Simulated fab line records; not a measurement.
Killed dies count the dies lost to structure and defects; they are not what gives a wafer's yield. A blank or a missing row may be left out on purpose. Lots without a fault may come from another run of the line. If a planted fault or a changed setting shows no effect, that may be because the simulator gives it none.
The tool behind it: which one? / flow sky130 / 12 lots, 36 wafers sampled, at 5 steps of a route of 708

WHAT THE GAUGES READ, wafer by wafer
The record holds no reading of a measuring or inspecting step that can be judged against a usual standard deviation.

EACH LOT AND THE TOOL THAT RAN IT (in order: tool; ch and the chambers of the sampled wafers; start)
lot=L345; SKY_METAL4_ETCH_16=rie-metal-01 ch 0,1, day 42 12:32; SKY_VIA4_CMP_02=cmp-02 ch 1,2,3, day 42 13:40; SKY_VIA4_SPUTTER_17=pvd-sputter-03, day 43 13:15; SKY_METAL5_SPUTTER_02=pvd-sputter-03, day 43 14:37; SKY_PAD_OPEN_PROBE_99=prober-01, day 46 12:31
lot=L346; SKY_METAL4_ETCH_16=rie-metal-01 ch 0,1, day 43 01:53; SKY_VIA4_CMP_02=cmp-01 ch 0,1,2, day 43 03:07; SKY_VIA4_SPUTTER_17=pvd-sputter-01, day 44 02:28; SKY_METAL5_SPUTTER_02=pvd-sputter-03, day 44 03:12; SKY_PAD_OPEN_PROBE_99=prober-01, day 46 21:47
lot=L348; SKY_METAL4_ETCH_16=rie-metal-03 ch 0,1, day 43 15:25; SKY_VIA4_CMP_02=cmp-01 ch 0,1,3, day 43 16:38; SKY_VIA4_SPUTTER_17=pvd-sputter-04, day 44 16:06; SKY_METAL5_SPUTTER_02=pvd-sputter-03, day 44 16:50; SKY_PAD_OPEN_PROBE_99=prober-02, day 47 12:07
lot=L350; SKY_METAL4_ETCH_16=rie-metal-01 ch 0,1, day 44 02:38; SKY_VIA4_CMP_02=cmp-01 ch 1,2,3, day 44 03:49; SKY_VIA4_SPUTTER_17=pvd-sputter-01, day 45 02:15; SKY_METAL5_SPUTTER_02=pvd-sputter-04, day 45 02:59; SKY_PAD_OPEN_PROBE_99=prober-02, day 47 20:31
lot=L353; SKY_METAL4_ETCH_16=rie-metal-04 ch 0, day 44 21:53; SKY_VIA4_CMP_02=cmp-01 ch 0,1, day 44 23:03; SKY_VIA4_SPUTTER_17=pvd-sputter-01, day 45 21:06; SKY_METAL5_SPUTTER_02=pvd-sputter-02, day 45 21:50; SKY_PAD_OPEN_PROBE_99=prober-01, day 48 13:22
lot=L360; SKY_METAL4_ETCH_16=rie-metal-03 ch 0,1, day 46 14:55; SKY_VIA4_CMP_02=cmp-02 ch 0,1,2, day 46 16:02; SKY_VIA4_SPUTTER_17=pvd-sputter-04, day 47 13:05; SKY_METAL5_SPUTTER_02=pvd-sputter-04, day 47 13:50; SKY_PAD_OPEN_PROBE_99=prober-01, day 49 23:37
lot=L361; SKY_METAL4_ETCH_16=rie-metal-04 ch 0,1, day 47 02:20; SKY_VIA4_CMP_02=cmp-02 ch 0,1, day 47 03:30; SKY_VIA4_SPUTTER_17=pvd-sputter-04, day 48 00:09; SKY_METAL5_SPUTTER_02=pvd-sputter-03, day 48 00:53; SKY_PAD_OPEN_PROBE_99=prober-01, day 50 07:58
lot=L362; SKY_METAL4_ETCH_16=rie-metal-04 ch 0,1, day 47 08:04; SKY_VIA4_CMP_02=cmp-01 ch 0,2,3, day 47 09:14; SKY_VIA4_SPUTTER_17=pvd-sputter-01, day 48 05:49; SKY_METAL5_SPUTTER_02=pvd-sputter-02, day 48 06:34; SKY_PAD_OPEN_PROBE_99=prober-02, day 50 14:49
lot=L363; SKY_METAL4_ETCH_16=rie-metal-01 ch 0,1, day 47 15:02; SKY_VIA4_CMP_02=cmp-01 ch 0,1,2, day 47 16:36; SKY_VIA4_SPUTTER_17=pvd-sputter-01, day 48 12:19; SKY_METAL5_SPUTTER_02=pvd-sputter-04, day 48 13:03; SKY_PAD_OPEN_PROBE_99=prober-01, day 50 19:50
lot=L364; SKY_METAL4_ETCH_16=rie-metal-04 ch 0, day 48 00:41; SKY_VIA4_CMP_02=cmp-01 ch 0,1,2, day 48 01:52; SKY_VIA4_SPUTTER_17=pvd-sputter-01, day 48 21:16; SKY_METAL5_SPUTTER_02=pvd-sputter-03, day 48 22:01; SKY_PAD_OPEN_PROBE_99=prober-02, day 51 03:10
lot=L366; SKY_METAL4_ETCH_16=rie-metal-01 ch 0, day 48 01:04; SKY_VIA4_CMP_02=cmp-02 ch 0,1,2, day 48 02:17; SKY_VIA4_SPUTTER_17=pvd-sputter-04, day 48 22:13; SKY_METAL5_SPUTTER_02=pvd-sputter-03, day 48 22:58; SKY_PAD_OPEN_PROBE_99=prober-01, day 51 04:37
lot=L365; SKY_METAL4_ETCH_16=rie-metal-03 ch 0,1, day 48 05:17; SKY_VIA4_CMP_02=cmp-01 ch 0,2,3, day 48 06:25; SKY_VIA4_SPUTTER_17=pvd-sputter-01, day 49 01:35; SKY_METAL5_SPUTTER_02=pvd-sputter-03, day 49 02:26; SKY_PAD_OPEN_PROBE_99=prober-02, day 51 06:10
- SKY_METAL4_ETCH_16: etches BARC in N2/H2, stops on SiO2, time 88.2 s, target depth 60 nm.
- SKY_VIA4_CMP_02: polishes SiO2.
- SKY_VIA4_SPUTTER_17: material TiN, target thk 20 nm, time 80 s.
- SKY_METAL5_SPUTTER_02: material AlCu, target thk 1150 nm, time 61.2 s.
- SKY_PAD_OPEN_PROBE_99

AS READ BY THE TOOLS THEMSELVES (means over the sampled wafers that have a number; for cases with no such wafer, the mark the record gives instead)
SKY_METAL4_ETCH_16.
lot=L345; tool=rie-metal-01; drypump-motor-current-A (A)=5.9; oes-product-au (a.u.)=0.630; throttle-valve-pct (%)=13.202
lot=L346; tool=rie-metal-01; drypump-motor-current-A (A)=5.9; oes-product-au (a.u.)=0.624; throttle-valve-pct (%)=13.208
lot=L348; tool=rie-metal-03; drypump-motor-current-A (A)=5.9; oes-product-au (a.u.)=0.627; throttle-valve-pct (%)=13.198
lot=L350; tool=rie-metal-01; drypump-motor-current-A (A)=5.5; oes-product-au (a.u.)=0.626; throttle-valve-pct (%)=13.207
lot=L353; tool=rie-metal-04; drypump-motor-current-A (A)=6.2; oes-product-au (a.u.)=0.625; throttle-valve-pct (%)=13.203
lot=L360; tool=rie-metal-03; drypump-motor-current-A (A)=5.9; oes-product-au (a.u.)=0.625; throttle-valve-pct (%)=13.215
lot=L361; tool=rie-metal-04; drypump-motor-current-A (A)=5.8; oes-product-au (a.u.)=0.629; throttle-valve-pct (%)=13.200
lot=L362; tool=rie-metal-04; drypump-motor-current-A (A)=5.8; oes-product-au (a.u.)=0.628; throttle-valve-pct (%)=13.211
lot=L363; tool=rie-metal-01; drypump-motor-current-A (A)=5.6; oes-product-au (a.u.)=0.620; throttle-valve-pct (%)=13.202
lot=L364; tool=rie-metal-04; drypump-motor-current-A (A)=6.2; oes-product-au (a.u.)=0.625; throttle-valve-pct (%)=13.202
lot=L366; tool=rie-metal-01; drypump-motor-current-A (A)=6.3; oes-product-au (a.u.)=0.629; throttle-valve-pct (%)=13.208
lot=L365; tool=rie-metal-03; drypump-motor-current-A (A)=5.6; oes-product-au (a.u.)=0.626; throttle-valve-pct (%)=13.210

SKY_VIA4_CMP_02.
lot=L345; tool=cmp-02; motor-current-A (A)=12.5
lot=L346; tool=cmp-01; motor-current-A (A)=12.1
lot=L348; tool=cmp-01; motor-current-A (A)=12.2
lot=L350; tool=cmp-01; motor-current-A (A)=11.9
lot=L353; tool=cmp-01; motor-current-A (A)=11.5
lot=L360; tool=cmp-02; motor-current-A (A)=12.0
lot=L361; tool=cmp-02; motor-current-A (A)=11.8
lot=L362; tool=cmp-01; motor-current-A (A)=12.2
lot=L363; tool=cmp-01; motor-current-A (A)=12.1
lot=L364; tool=cmp-01; motor-current-A (A)=11.8
lot=L366; tool=cmp-02; motor-current-A (A)=12.3
lot=L365; tool=cmp-01; motor-current-A (A)=12.4

SKY_VIA4_SPUTTER_17.
lot=L345; tool=pvd-sputter-03; cathode-dc-power-W (W)=3999.6; throttle-valve-pct (%)=29.6
lot=L346; tool=pvd-sputter-01; cathode-dc-power-W (W)=4000.5; throttle-valve-pct (%)=30.9
lot=L348; tool=pvd-sputter-04; cathode-dc-power-W (W)=3999.8; throttle-valve-pct (%)=30.0
lot=L350; tool=pvd-sputter-01; cathode-dc-power-W (W)=4064.3; throttle-valve-pct (%)=30.2
lot=L353; tool=pvd-sputter-01; cathode-dc-power-W (W)=4129.2; throttle-valve-pct (%)=28.9
lot=L360; tool=pvd-sputter-04; cathode-dc-power-W (W)=3999.8; throttle-valve-pct (%)=28.8
lot=L361; tool=pvd-sputter-04; cathode-dc-power-W (W)=3999.5; throttle-valve-pct (%)=30.3
lot=L362; tool=pvd-sputter-01; cathode-dc-power-W (W)=4000.2; throttle-valve-pct (%)=30.9
lot=L363; tool=pvd-sputter-01; cathode-dc-power-W (W)=4000.3; throttle-valve-pct (%)=31.1
lot=L364; tool=pvd-sputter-01; cathode-dc-power-W (W)=4000.5; throttle-valve-pct (%)=29.8
lot=L366; tool=pvd-sputter-04; cathode-dc-power-W (W)=4000.2; throttle-valve-pct (%)=30.5
lot=L365; tool=pvd-sputter-01; cathode-dc-power-W (W)=3999.7; throttle-valve-pct (%)=30.6

SKY_METAL5_SPUTTER_02.
lot=L345; tool=pvd-sputter-03; cathode-dc-power-W (W)=10601; throttle-valve-pct (%)=30.2
lot=L346; tool=pvd-sputter-03; cathode-dc-power-W (W)=10603; throttle-valve-pct (%)=29.8
lot=L348; tool=pvd-sputter-03; cathode-dc-power-W (W)=10598; throttle-valve-pct (%)=29.3
lot=L350; tool=pvd-sputter-04; cathode-dc-power-W (W)=10601; throttle-valve-pct (%)=29.3
lot=L353; tool=pvd-sputter-02; cathode-dc-power-W (W)=10602; throttle-valve-pct (%)=29.8
lot=L360; tool=pvd-sputter-04; cathode-dc-power-W (W)=10600; throttle-valve-pct (%)=28.3
lot=L361; tool=pvd-sputter-03; cathode-dc-power-W (W)=10601; throttle-valve-pct (%)=29.3
lot=L362; tool=pvd-sputter-02; cathode-dc-power-W (W)=10600; throttle-valve-pct (%)=29.2
lot=L363; tool=pvd-sputter-04; cathode-dc-power-W (W)=10601; throttle-valve-pct (%)=29.0
lot=L364; tool=pvd-sputter-03; cathode-dc-power-W (W)=10601; throttle-valve-pct (%)=29.8
lot=L366; tool=pvd-sputter-03; cathode-dc-power-W (W)=10600; throttle-valve-pct (%)=30.0
lot=L365; tool=pvd-sputter-03; cathode-dc-power-W (W)=10601; throttle-valve-pct (%)=30.0

SKY_PAD_OPEN_PROBE_99.
lot=L345; tool=prober-01; defect-limited-yield (%)=80.0; killed_at_M0_to_M3=50; killed_at_M4_up=5.0; killed-at-contacts=25; killed-at-front-end=19; killed-at-other=0.3; killed-dies=98; killed-on-rim=18; killed-open=46; killed-short=52; sort_bin_3_pad_short (%)=1.0; sort_bin_5_function (%)=12.3; sort_bin_6_memory (%)=6.7; sort-n-pass=394; sort-yield-pct (%)=80.0
lot=L346; tool=prober-01; defect-limited-yield (%)=83.3; killed_at_M0_to_M3=37; killed_at_M4_up=4.7; killed-at-contacts=26; killed-at-front-end=14; killed-at-other=0.7; killed-dies=82; killed-on-rim=17; killed-open=42; killed-short=39; sort_bin_3_pad_short (%)=1.1; sort_bin_5_function (%)=8.5; sort_bin_6_memory (%)=7.1; sort-n-pass=410; sort-yield-pct (%)=83.3
lot=L348; tool=prober-02; defect-limited-yield (%)=81.4; killed_at_M0_to_M3=49; killed_at_M4_up=1.7; killed-at-contacts=24; killed-at-front-end=17; killed-at-other=0.0; killed-dies=92; killed-on-rim=18; killed-open=47; killed-short=45; sort_bin_3_pad_short (%)=0.9; sort_bin_5_function (%)=11.9; sort_bin_6_memory (%)=5.8; sort-n-pass=400; sort-yield-pct (%)=81.4
lot=L350; tool=prober-02; defect-limited-yield (%)=82.1; killed_at_M0_to_M3=42; killed_at_M4_up=4.0; killed-at-contacts=27; killed-at-front-end=14; killed-at-other=0.3; killed-dies=88; killed-on-rim=19; killed-open=53; killed-short=35; sort_bin_3_pad_short (%)=0.9; sort_bin_5_function (%)=10.0; sort_bin_6_memory (%)=6.9; sort-n-pass=404; sort-yield-pct (%)=82.1
lot=L353; tool=prober-01; defect-limited-yield (%)=81.6; killed_at_M0_to_M3=47; killed_at_M4_up=4.3; killed-at-contacts=24; killed-at-front-end=16; killed-at-other=0.0; killed-dies=91; killed-on-rim=18; killed-open=51; killed-short=38; sort_bin_3_pad_short (%)=1.1; sort_bin_5_function (%)=10.8; sort_bin_6_memory (%)=6.6; sort-n-pass=401; sort-yield-pct (%)=81.6
lot=L360; tool=prober-01; defect-limited-yield (%)=81.3; killed_at_M0_to_M3=51; killed_at_M4_up=4.3; killed-at-contacts=24; killed-at-front-end=12; killed-at-other=0.3; killed-dies=92; killed-on-rim=17; killed-open=46; killed-short=46; sort_bin_3_pad_short (%)=1.2; sort_bin_5_function (%)=11.6; sort_bin_6_memory (%)=5.9; sort-n-pass=400; sort-yield-pct (%)=81.3
lot=L361; tool=prober-01; defect-limited-yield (%)=83.3; killed_at_M0_to_M3=40; killed_at_M4_up=1.7; killed-at-contacts=29; killed-at-front-end=11; killed-at-other=0.3; killed-dies=82; killed-on-rim=16; killed-open=47; killed-short=34; sort_bin_3_pad_short (%)=0.7; sort_bin_5_function (%)=10.6; sort_bin_6_memory (%)=5.4; sort-n-pass=410; sort-yield-pct (%)=83.3
lot=L362; tool=prober-02; defect-limited-yield (%)=82.9; killed_at_M0_to_M3=42; killed_at_M4_up=3.0; killed-at-contacts=26; killed-at-front-end=12; killed-at-other=0.3; killed-dies=84; killed-on-rim=18; killed-open=48; killed-short=36; sort_bin_3_pad_short (%)=0.7; sort_bin_5_function (%)=11.3; sort_bin_6_memory (%)=5.1; sort-n-pass=408; sort-yield-pct (%)=82.9
lot=L363; tool=prober-01; defect-limited-yield (%)=81.9; killed_at_M0_to_M3=46; killed_at_M4_up=2.3; killed-at-contacts=27; killed-at-front-end=13; killed-at-other=0.7; killed-dies=89; killed-on-rim=20; killed-open=47; killed-short=41; sort_bin_3_pad_short (%)=0.6; sort_bin_5_function (%)=10.8; sort_bin_6_memory (%)=6.6; sort-n-pass=403; sort-yield-pct (%)=81.9
lot=L364; tool=prober-02; defect-limited-yield (%)=82.3; killed_at_M0_to_M3=44; killed_at_M4_up=2.3; killed-at-contacts=24; killed-at-front-end=17; killed-at-other=0.0; killed-dies=87; killed-on-rim=16; killed-open=50; killed-short=37; sort_bin_3_pad_short (%)=0.6; sort_bin_5_function (%)=9.3; sort_bin_6_memory (%)=7.8; sort-n-pass=405; sort-yield-pct (%)=82.3
lot=L366; tool=prober-01; defect-limited-yield (%)=82.3; killed_at_M0_to_M3=42; killed_at_M4_up=2.0; killed-at-contacts=29; killed-at-front-end=14; killed-at-other=0.3; killed-dies=87; killed-on-rim=16; killed-open=43; killed-short=44; sort_bin_3_pad_short (%)=1.1; sort_bin_5_function (%)=10.6; sort_bin_6_memory (%)=6.0; sort-n-pass=405; sort-yield-pct (%)=82.3
lot=L365; tool=prober-02; defect-limited-yield (%)=84.3; killed_at_M0_to_M3=36; killed_at_M4_up=3.0; killed-at-contacts=26; killed-at-front-end=12; killed-at-other=0.0; killed-dies=77; killed-on-rim=14; killed-open=41; killed-short=36; sort_bin_3_pad_short (%)=0.7; sort_bin_5_function (%)=9.4; sort_bin_6_memory (%)=5.6; sort-n-pass=415; sort-yield-pct (%)=84.3

THE ANSWER, worked out from the rows above alone
Rule: the lots themselves supply what counts as usual. The widest of any qualifying gaps counts: lots, ordered by their means at a reading, are off when they make up no more than a third of the lots, leave a main group of 4 or more, and stand apart from it by 3 or more times the standard deviation of that group's means. If all means in a main group match to the digits the tables above print for the reading, that group is not used. Also off: a lot with no number at a reading for which 4 or more lots have one. The other lots that the step has rows for count as sound. Order of review: gauges by route order, followed by the tools' own readings, for which a lot's mean as printed above is used. The first step at which some lot is off is used, and at that step the reading that is off furthest; a lot without a number counts as furthest.
Off at SKY_VIA4_SPUTTER_17 (cathode-dc-power-W): L350, L353. The main group: mean 4000.0 W, standard deviation 0.35.
If a tool, at that step or one of the process steps before it, ran each lot that is off and ran no sound lot following the first of them, it fits. None of those tried fits.

WHAT THE SIMULATOR PUT IN
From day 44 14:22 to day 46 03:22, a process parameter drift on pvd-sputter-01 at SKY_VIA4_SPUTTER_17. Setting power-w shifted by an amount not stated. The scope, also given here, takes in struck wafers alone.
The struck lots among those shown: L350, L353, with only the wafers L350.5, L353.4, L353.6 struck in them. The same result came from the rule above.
